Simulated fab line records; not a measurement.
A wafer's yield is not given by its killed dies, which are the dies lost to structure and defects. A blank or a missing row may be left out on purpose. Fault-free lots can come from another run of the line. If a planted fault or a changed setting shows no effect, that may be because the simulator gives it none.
8D (eight disciplines) problem report, filled in by code -- flow sky130 -- the parts of the form that need people (team, actions taken, sign-off) are left out

## 1. WHAT WENT WRONG
At SKY_LDD_P_CD_MEAS_07, cd nm averages 357.9 nm over 3 wafers from 2 lots, while fault-free wafers read 380.0 nm, standard deviation 2.5. That puts it -8.9 standard deviations away from the usual mean.
The step: target cd 380 nm.
Earliest sighting: wafer L495.2 on cd sem-01 at day 25 13:28. The record has a number at this step for 38 wafers belonging to 13 lots. Rule for "out" (also "out of limits"): further than 4 standard deviations from the usual mean. All remaining wafers that have a number are taken as sound.

## 2. WHAT IT IS; WHAT IT IS NOT
question,is,is not
which readings at this step,cd nm,-
which lots,"L495, L497","L478, L479, L480, L481, L482, L483, L484, L487, L488, L492, L499"
which wafers of those lots,"L495.2, L497.2, L497.6","L495.5, L497.4"
read on which gauges,"cd sem-01, cd sem-02",-
when,from day 25 13:28,"up to then (31 sound wafers); but 4 sound wafers of L497, L499 came after"

## 3. WHAT RULES OUT EACH SUSPECT
Counting: any tool at a process step up to the reading remains a suspect provided it ran every lot that is out. Sound lots after the first of them don't rule it out here, since some wafers of a struck lot are sound.
- the gauge at SKY_LDD_P_CD_MEAS_07: ruled out. Those wafers that are out were read across 2 gauges (cd sem-01, cd sem-02).
- iline stepper-02 at SKY_LDD_P_EXPOSE_04 (exposes mask PSDM, target cd 380 nm): kept. It processed each lot that is out (first: L495, day 24 22:33); up to then, its last sound lot is L488 (day 22 03:41).
Left after counting: iline stepper-02 at SKY_LDD_P_EXPOSE_04.

## 4. THE CAUSE (what the simulator had put in)
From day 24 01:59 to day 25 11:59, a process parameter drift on iline stepper-02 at SKY_LDD_P_EXPOSE_04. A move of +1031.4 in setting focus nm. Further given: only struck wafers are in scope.
This tool alone remained once counting was done.

## 5. THE CHAIN OF EFFECTS, in route order
One row per reading whose mean, taken over the struck wafers that have a number, lies over 3 standard deviations from the usual. Only readings whose record carries a usual standard deviation are examined. hours: median over the lots of the time between each lot's start at the first step of this table that gives one and its start at this step. sigmas: the change, counted in usual standard deviations.
hours,step,reading,usual,on struck wafers,change,sigmas
0,SKY_LDD_P_CD_MEAS_07,cd nm,380.0 nm,357.9,-22.1,-8.9

## 6. HOW IT WOULD HAVE BEEN CAUGHT EARLIER
Counted from the fault's start at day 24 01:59, it took 35 hours until the first out-of-limits reading at a measuring or inspecting step in this record, taken at day 25 13:28.
Lots out: 2; all had begun SKY_LDD_P_EXPOSE_04 on iline stepper-02 by day 25 13:28. Tool hold at that time: it would have spared none of them.
